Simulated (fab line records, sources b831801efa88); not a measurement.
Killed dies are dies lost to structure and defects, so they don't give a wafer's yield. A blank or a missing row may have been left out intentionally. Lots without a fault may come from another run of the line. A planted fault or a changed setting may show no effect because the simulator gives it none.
Comparing a struck lot with a sound one || flow gf180mcu || 32 steps out of a route of 602
Sound: these wafers, L701.2, L701.5, L701.6. Wafers L707.3, L707.4, L707.5 were the ones struck. The cause is named last.
At each step with rows: each side's tool, then ch and its chambers, then its first start. Under that, the readings that differ: sound wafers || struck wafers || difference of the means || sigmas: that difference in standard deviations of wafers without a fault.
alike: same words and numbers on both sides, and readings whose means sit less than 2 such deviations apart. not compared: any withheld reading, any reading some wafer has no value for, any bound like >300 that may hide the same value, and any number with overlapping values for which the record gives no deviation.
A row with sigmas, a row that says differs or no value, or rows on one side alone: a step with any of these is where the two part. Numbers that have no deviation but don't overlap get no sigmas and don't part them. Lack of a reading on every wafer of one side parts them only where that side has two or more wafers.

first, 5 steps without rows for these wafers: GF_SAB_ETCH_11 (etches SiO2 in C4F8/O2/Ar, target depth 55 nm, time 8.5 s); GF_SAB_WET_ETCH_12 (etches SiO2 in dHF, target depth 22 nm, time 440 s); GF_SAB_STRIP_13 (strips in O2/N2); GF_SALICIDE_CLEAN_00 (cleans in SC1/SC2, time 150 s); GF_SALICIDE_WET_ETCH_01 (etches SiO2 in dHF, target depth 5 nm, time 100 s).
GF_SALICIDE_SPUTTER_02: material Co, target thk 10 nm, time 20 s.
  sound on pvd-sputter-02 at day 16 20:14; struck on pvd-sputter-02 at day 18 19:59
  alike: chamber-pressure-pa, throttle-valve-pct
GF_SALICIDE_SPUTTER_03: material TiN, target thk 20 nm, time 16.7 s.
  sound on pvd-sputter-02 at day 16 20:16; struck on pvd-sputter-02 at day 18 20:01
  alike: chamber-pressure-pa, throttle-valve-pct
GF_SALICIDE_RS_MEAS_04: a four-point-probe measurement.
  sound on film-metro-02 at day 16 20:19; struck on film-metro-03 at day 18 20:05
  alike: SALICIDE_TIN_RS
GF_SALICIDE_THK_MEAS_05: measures by xrf.
  sound on film-metro-02 at day 16 20:25; struck on film-metro-03 at day 18 20:11
  alike: SALICIDE_TIN_THK
GF_SALICIDE_RTA_06: time 30 s.
  sound on rtp-anneal-01 ch 0, day 16 20:29; struck on rtp-anneal-01 ch 0, day 18 20:15
  alike: anneal-temp-c-max, lamp-power-pct, wafer_temp_C_max
then, 2 steps without rows for these wafers: GF_SALICIDE_WET_ETCH_07 (etches the open film in SPM, target depth 120 nm); GF_SALICIDE_RTA_08 (time 30 s).
GF_CONTACT_CVD_00: deposits SiO2, target thk 300 nm, time 50 s.
  sound on hdpcvd-02 ch 1,2, day 16 20:46; struck on hdpcvd-02 ch 0,2, day 18 20:31
{"reading": "sih4-flow-sccm (sccm)", "sound": "60.14 59.99 60.44", "struck": "51.26 51.46 51.09", "difference": -8.92, "sigmas": -50}
{"reading": "model.SiO2_of_CONTACT_CVD_00.thk-nm (nm)", "sound": "299.2 304.2 308.8", "struck": "259.7 258.5 258.2", "difference": -45.3, "sigmas": ""}
GF_CONTACT_THK_MEAS_01:
  sound on film-metro-01 at day 16 20:49; struck on film-metro-02 at day 18 20:34
{"reading": "CONTACT_CVD_00_THK (nm)", "sound": "299 304 309", "struck": "260 259 258", "difference": -45, "sigmas": -14}
then, 1 step without rows for these wafers: GF_CONTACT_CVD_02 (deposits SiO2 from TEOS, target thk 860 nm, time 95.992 s).
GF_CONTACT_THK_MEAS_03:
  sound on film-metro-01 at day 16 20:57; struck on film-metro-04 at day 18 20:42
  alike: CONTACT_CVD_02_THK
GF_CONTACT_CMP_04: polishes SiO2.
  sound on cmp-02 ch 0,1, day 16 21:04; struck on cmp-02 ch 0,3, day 18 20:44
  alike: motor-current-A
GF_CONTACT_BOW_MEAS_05:
  sound on film-metro-01 at day 16 21:23; struck on film-metro-02 at day 18 21:05
  alike: CONTACT_BOW
then, 8 steps without rows for these wafers: GF_CONTACT_DEHYDRATE_06 (time 60 s); GF_CONTACT_HMDS_07 (prime time 60 s); GF_CONTACT_COAT_08; GF_CONTACT_COAT_09 (resist thk 1000 nm); GF_CONTACT_SOFTBAKE_10 (time 60 s); GF_CONTACT_EXPOSE_11 (exposes mask Contact, target cd 220 nm); GF_CONTACT_PEB_12 (peb time 90 s); GF_CONTACT_DEVELOP_13 (develop time 60 s).
GF_CONTACT_CD_MEAS_14 targets a cd of 220 nm.
  sound on cd-sem-01 at day 17 19:34; struck on cd-sem-02 at day 19 20:45
  alike: cd-nm
GF_CONTACT_OVL_MEAS_15:
  sound on overlay-02 at day 17 19:40; struck on overlay-02 at day 19 20:50
  alike: CONTACT_OVL
GF_CONTACT_ETCH_16: etches BARC in N2/H2.
  sound on rie-diel-01 ch 0,2, day 17 19:41; struck on rie-diel-01 ch 0,2,3, day 19 20:52
  alike: drypump-motor-current-A, h2-flow-sccm, oes-product-au, throttle-valve-pct
GF_CONTACT_ETCH_17: etches SiO2 in C4F8/O2/Ar, stops on CoSi2, target depth 860 nm.
  sound: rie-diel-01 ch 0,2; struck: rie-diel-01 ch 0,2,3
{"reading": "oes-product-au (a.u.)", "sound": "0.819 0.812 0.819", "struck": "0.792 0.794 0.794", "difference": -0.023, "sigmas": -5}
{"reading": "model.etch.depth-nm (nm)", "sound": "857.5 863.5 867.6", "struck": "819.4 818.2 818.2", "difference": -44.3, "sigmas": ""}
{"reading": "model.CONTACT.feature-depth-nm (nm)", "sound": "857.5 863.5 867.6", "struck": "819.4 818.2 818.2", "difference": -44.3, "sigmas": ""}
then, 1 step without rows for these wafers: GF_CONTACT_STRIP_18 (strips in O2/N2).
GF_PASSIVATION_PROBE_99:
  the record holds rows for the sound wafers here (prober-01, day 30 15:27) but none for the struck ones

## WHERE THEY PART
First at GF_CONTACT_CVD_00; last, within this record, at GF_PASSIVATION_PROBE_99.

WHY: whatever the simulator had introduced
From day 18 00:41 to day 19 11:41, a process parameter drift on hdpcvd-02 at GF_CONTACT_CVD_00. A move of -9 in setting sih4-flow-sccm, from 60. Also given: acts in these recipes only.
